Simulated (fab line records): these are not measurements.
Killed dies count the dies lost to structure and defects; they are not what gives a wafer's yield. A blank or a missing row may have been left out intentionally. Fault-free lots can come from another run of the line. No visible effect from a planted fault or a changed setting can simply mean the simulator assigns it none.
fab line records	flow gf180mcu
record: lots: 6	wafers: 18	last_day: 33
route steps=602 shown M2@363
lots that met no fault: taken from a fault-free run of the same line
start_h: start of the lot's first displayed wafer, in hours after the record's first day	wait_h: hours since the lot's step before	" repeats the value in the row above	L1.1+2: a row that stands for several wafers	- value missing, or start not given	* or withheld: withheld	< > ~ a bound
route shown NAME@n: names a module that has steps shown in the file, with the first one's number in the route	usual: average and standard deviation across the fault-free wafers	same: alike in all rows	chamber/n: place in a boat	sites: each site's reading	_std_site: the standard deviation of these	_edge_site: mean of outer sites minus mean of inner sites	radius_mm: for every site, how far away it sits from the centre of the wafer	mask NAME#n: copy n	behind: the most recent tool/chamber to have shaped the wafer	hold: what put the lot on hold/how long, in hours/how the hold closed	device: whichever transistor did not switch (one of n, p or np)	end of line: tests run on the same wafers once the route is complete	a step without rows: its recipe alone	killed: dies lost to structure and defects at the first sort, not the wafer's yield	map: a wafer's dies, marking killed ones x, the rest . and places with no die _
set.NAME: the setting that was run; set.NAME@STEP: the one run at that earlier step	model.NAME: the simulator's own value behind a step, which no gauge read
a table for each step, a row for each wafer; lots at some steps of the route
services: when a tool's chamber went out of use (start_h, in hours from the record's first day, below 0 if earlier), for how many hours, and the reason
== steps ==
step: GF_M2_SPUTTER_01
recipe: material: TiN	target_thk_nm: 30	power_w: 6500	time_s: 25	chamber_pressure_pa: 0.4
usual: throttle_valve_pct: 30.6/0.79
lot.wafer	tool	chamber	start_h	wait_h	throttle_valve_pct
L526.1	pvd_sputter-01	-	449.55	0.1	31.0
L526.2	"	-	"	"	29.7
L526.5	"	-	"	"	31.4
L531.1	pvd_sputter-04	-	511.67	0.1	31.6
L531.3	"	-	"	"	31.1
L531.6	"	-	"	"	31.5
L533.1	pvd_sputter-03	-	514.24	0.1	29.2
L533.2	"	-	"	"	30.5
L533.3	"	-	"	"	30.7
L536.1	pvd_sputter-04	-	545.85	0.1	30.2
L536.3	"	-	"	"	29.5
L536.4	"	-	"	"	30.8
L540.3	pvd_sputter-01	-	564.98	0.1	31.2
L540.4	"	-	"	"	29.6
L540.5	"	-	"	"	31.3
L544.1	pvd_sputter-03	-	601.29	0.1	29.1
L544.4	"	-	"	"	30.6
L544.6	"	-	"	"	29.1
step: GF_M2_SPUTTER_02
recipe: material: AlCu	target_thk_nm: 450	power_w: 10600	time_s: 23.9	chamber_pressure_pa: 0.4
usual: throttle_valve_pct: 30.6/0.79
lot.wafer	tool	chamber	start_h	wait_h	throttle_valve_pct
L526.1	pvd_sputter-01	-	449.58	0.0	30.9
L526.2	"	-	"	"	29.5
L526.5	"	-	"	"	31.5
L531.1	pvd_sputter-04	-	511.70	0.0	31.7
L531.3	"	-	"	"	31.2
L531.6	"	-	"	"	31.5
L533.1	pvd_sputter-03	-	514.27	0.0	29.3
L533.2	"	-	"	"	30.4
L533.3	"	-	"	"	30.6
L536.1	pvd_sputter-04	-	545.88	0.0	30.4
L536.3	"	-	"	"	29.5
L536.4	"	-	"	"	31.4
L540.3	pvd_sputter-01	-	565.01	0.0	31.1
L540.4	"	-	"	"	29.6
L540.5	"	-	"	"	31.3
L544.1	pvd_sputter-03	-	601.32	0.0	29.1
L544.4	"	-	"	"	30.7
L544.6	"	-	"	"	29.2
step: GF_M2_SPUTTER_03
recipe: material: Ti	target_thk_nm: 10	substrate_temp_c: 300	chamber_pressure_pa: 0.3	power_w: 3000	time_s: 6.7
usual: substrate_temp_c: 299.97/0.21	throttle_valve_pct: 30.6/0.78
lot.wafer	tool	chamber	start_h	wait_h	substrate_temp_c	throttle_valve_pct
L526.1	pvd_sputter-01	-	449.61	0.0	299.68	30.9
L526.2	"	-	"	"	299.87	29.7
L526.5	"	-	"	"	299.77	31.5
L531.1	pvd_sputter-04	-	511.73	0.0	300.15	31.8
L531.3	"	-	"	"	299.65	30.8
L531.6	"	-	"	"	299.85	31.7
L533.1	pvd_sputter-03	-	514.30	0.0	300.20	29.4
L533.2	"	-	"	"	299.86	30.5
L533.3	"	-	"	"	300.29	30.6
L536.1	pvd_sputter-04	-	545.91	0.0	299.75	30.4
L536.3	"	-	"	"	300.02	29.4
L536.4	"	-	"	"	299.71	31.3
L540.3	pvd_sputter-01	-	565.04	0.0	299.93	30.8
L540.4	"	-	"	"	299.99	29.7
L540.5	"	-	"	"	300.14	31.2
L544.1	pvd_sputter-03	-	601.35	0.0	300.08	29.4
L544.4	"	-	"	"	299.84	30.7
L544.6	"	-	"	"	299.84	29.2
step: GF_M2_SPUTTER_04
recipe: material: TiN	target_thk_nm: 50	power_w: 6500	time_s: 41.7	chamber_pressure_pa: 0.4
usual: throttle_valve_pct: 30.6/0.78
lot.wafer	tool	chamber	start_h	wait_h	throttle_valve_pct
L526.1	pvd_sputter-01	-	449.63	0.0	30.9
L526.2	"	-	"	"	29.6
L526.5	"	-	"	"	31.6
L531.1	pvd_sputter-04	-	511.75	0.0	31.9
L531.3	"	-	"	"	31.1
L531.6	"	-	"	"	31.5
L533.1	pvd_sputter-03	-	514.32	0.0	29.3
L533.2	"	-	"	"	30.4
L533.3	"	-	"	"	30.5
L536.1	pvd_sputter-04	-	545.93	0.0	30.3
L536.3	"	-	"	"	29.4
L536.4	"	-	"	"	31.0
L540.3	pvd_sputter-01	-	565.06	0.0	31.2
L540.4	"	-	"	"	30.1
L540.5	"	-	"	"	31.3
L544.1	pvd_sputter-03	-	601.37	0.0	29.4
L544.4	"	-	"	"	31.2
L544.6	"	-	"	"	29.0
step: GF_M2_RS_MEAS_05
recipe: thk_meas_gauge: four-point-probe	reads: TiN_of_M2_SPUTTER_04+Ti_of_M2_SPUTTER_03+AlCu_of_M2_SPUTTER_02+TiN_of_M2_SPUTTER_01+Ti_of_M2_SPUTTER_00
usual: M2_ALCU_RS: 0.0693/0.00066
lot.wafer	tool	chamber	start_h	wait_h	M2_ALCU_RS[ohm/sq]
L526.1	film_metro-03	-	449.67	0.0	0.0684
L526.2	"	-	"	"	0.0694
L526.5	"	-	"	"	0.0695
L531.1	film_metro-03	-	511.79	0.0	0.0701
L531.3	"	-	"	"	0.0707
L531.6	"	-	"	"	0.0706
L533.1	film_metro-04	-	514.36	0.0	0.0693
L533.2	"	-	"	"	0.0695
L533.3	"	-	"	"	0.0686
L536.1	film_metro-02	-	545.97	0.0	0.0696
L536.3	"	-	"	"	0.0695
L536.4	"	-	"	"	0.0696
L540.3	film_metro-04	-	565.14	0.1	0.0690
L540.4	"	-	"	"	0.0700
L540.5	"	-	"	"	0.0696
L544.1	film_metro-03	-	601.41	0.0	0.0686
L544.4	"	-	"	"	0.0687
L544.6	"	-	"	"	0.0686
step: GF_M2_THK_MEAS_06
recipe: thk_meas_gauge: xrf	reads: AlCu_of_M2_SPUTTER_02
usual: M2_ALCU_THK: 454/5
lot.wafer	tool	chamber	start_h	wait_h	M2_ALCU_THK[nm]
L526.1	film_metro-03	-	449.79	0.1	464
L526.2	"	-	"	"	457
L526.5	"	-	"	"	456
L531.1	film_metro-03	-	511.91	0.1	451
L531.3	"	-	"	"	450
L531.6	"	-	"	"	449
L533.1	film_metro-04	-	514.48	0.1	453
L533.2	"	-	"	"	452
L533.3	"	-	"	"	458
L536.1	film_metro-02	-	546.09	0.1	448
L536.3	"	-	"	"	451
L536.4	"	-	"	"	450
L540.3	film_metro-04	-	565.24	0.1	458
L540.4	"	-	"	"	453
L540.5	"	-	"	"	454
L544.1	film_metro-03	-	601.53	0.1	459
L544.4	"	-	"	"	458
L544.6	"	-	"	"	460
step: GF_M2_DEHYDRATE_07
recipe: temp_c: 200	time_s: 60
step: GF_M2_HMDS_08
recipe: prime_time_s: 60	prime_temp_c: 120
step: GF_M2_COAT_09
recipe: resist: KrF	spin_rpm: withheld	resist_thk_nm: 1000
step: GF_M2_SOFTBAKE_10
recipe: temp_c: 130	time_s: 60	resist: KrF
step: GF_M2_EXPOSE_11
recipe: mask_id: Metal2	target_cd_nm: 280	na: 0.68	source_shape: conventional	sigma_outer: 0.6	dose_mj: 28
step: GF_M2_PEB_12
recipe: peb_temp_c: 135	peb_time_s: 90	resist: KrF
step: GF_M2_DEVELOP_13
recipe: develop_time_s: 60	dev_temp_c: 21
usual: chill_plate_temp_C: 23.01/0.11	develop_time_s: 60/0
lot.wafer	tool	chamber	start_h	wait_h	chill_plate_temp_C	develop_time_s	model.KrF_of_M2_COAT_09.thk_nm
L526.1	litho_track-03	0	472.94	0.2	23.12	60	987.7
L526.2	"	0	"	"	23.20	60	990.1
L526.5	"	0	"	"	23.07	60	985.9
L531.1	litho_track-02	-	534.95	0.2	-	-	993.8
L531.3	"	-	"	"	-	-	996.4
L531.6	"	-	"	"	-	-	996.2
L533.1	litho_track-02	-	536.20	0.2	-	-	1002
L533.2	"	-	"	"	-	-	1001
L533.3	"	-	"	"	-	-	1000
L536.1	litho_track-01	0	568.42	0.2	23.08	60	983.2
L536.3	"	0	"	"	23.00	60	981.9
L536.4	"	0	"	"	23.12	60	984.6
L540.3	litho_track-02	0	586.40	0.1	22.89	60	988.6
L540.4	"	0	"	"	23.14	60	987.2
L540.5	"	0	"	"	23.07	60	987.3
L544.1	litho_track-01	0	621.72	0.2	23.06	60	981.9
L544.4	"	0	"	"	22.95	60	985.1
L544.6	"	0	"	"	23.12	60	987.8
step: GF_M2_CD_MEAS_14
recipe: target_cd_nm: 280
usual: cd_nm: 279.8/1.3
lot.wafer	tool	chamber	start_h	wait_h	cd_nm
L526.1	cd_sem-02	-	473.09	0.1	280.1
L526.2	"	-	"	"	278.4
L526.5	"	-	"	"	280.5
L531.1	cd_sem-02	-	535.10	0.1	-
L531.3	"	-	"	"	-
L531.6	"	-	"	"	-
L533.1	cd_sem-02	-	536.35	0.1	-
L533.2	"	-	"	"	-
L533.3	"	-	"	"	-
L536.1	cd_sem-01	-	568.57	0.1	282.1
L536.3	"	-	"	"	281.6
L536.4	"	-	"	"	282.6
L540.3	cd_sem-02	-	586.54	0.1	277.7
L540.4	"	-	"	"	278.1
L540.5	"	-	"	"	278.2
L544.1	cd_sem-02	-	621.87	0.1	279.7
L544.4	"	-	"	"	280.3
L544.6	"	-	"	"	281.0
== services ==
tool	chamber	start_h	hours	kind
pvd_sputter-03	-	442.39	1.3	repair
pvd_sputter-03	-	462.42	2.6	repair
pvd_sputter-03	0	499.41	-	consumable_replace:kit
pvd_sputter-03	0	499.41	18.0	scheduled_down
pvd_sputter-03	0	499.41	18.0	vent_cycle
pvd_sputter-04	-	515.84	4.2	repair
pvd_sputter-01	2	518.22	-	consumable_replace:kit
pvd_sputter-01	2	518.22	18.0	scheduled_down
pvd_sputter-01	2	518.22	18.0	vent_cycle
pvd_sputter-04	2	561.98	-	consumable_replace:kit
pvd_sputter-04	2	561.98	18.0	scheduled_down
pvd_sputter-04	2	561.98	18.0	vent_cycle
pvd_sputter-03	-	562.72	4.9	repair
pvd_sputter-04	-	574.91	3.3	repair
pvd_sputter-01	-	584.11	3.1	repair
pvd_sputter-04	-	598.76	6.2	repair
== key ==
first_sign: step: GF_M2_DEVELOP_13	reading: tool_record	direction: missing
effect none on later readings
model_effect: step: GF_M2_DEVELOP_13	value: KrF_of_M2_COAT_09.thk_nm	without: 983.2	struck: 998.2
met_at GF_M2_DEVELOP_13
struck_wafers L531.1,L531.3,L531.6,L533.1,L533.2,L533.3
later_rows_left_out L531.1,L531.3,L531.6,L533.1,L533.2,L533.3
sort_left_out L531.1,L531.3,L531.6,L533.1,L533.2,L533.3
tester_left_out L533
earlier_fault: kind: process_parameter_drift	tool: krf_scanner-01	chamber: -	onset_h: 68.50	steps: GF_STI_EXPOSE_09	channel: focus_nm	offset: 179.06	spread_by_wafer: 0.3	shape: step	end_h: 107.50
fault: kind: skipped_step_whole	tool: litho_track-02	chamber: -	onset_h: 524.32	steps: GF_M2_DEVELOP_13	scope: struck_lots_only
tester_left_out: of these lots the tester's yield and bins aren't shown, on N5 and GAA mostly nor the transistor test; their killed dies are dies lost to structure and defects alone, not to doping, threshold or leakage, so they don't give the yield
sort_left_out: the simulated sort isn't trusted on such a fault, so these wafers' sort isn't shown, and their yield isn't known
later_rows_left_out: the simulator's readings of these wafers behind a module that went badly wrong aren't trusted and aren't shown, but for the sort
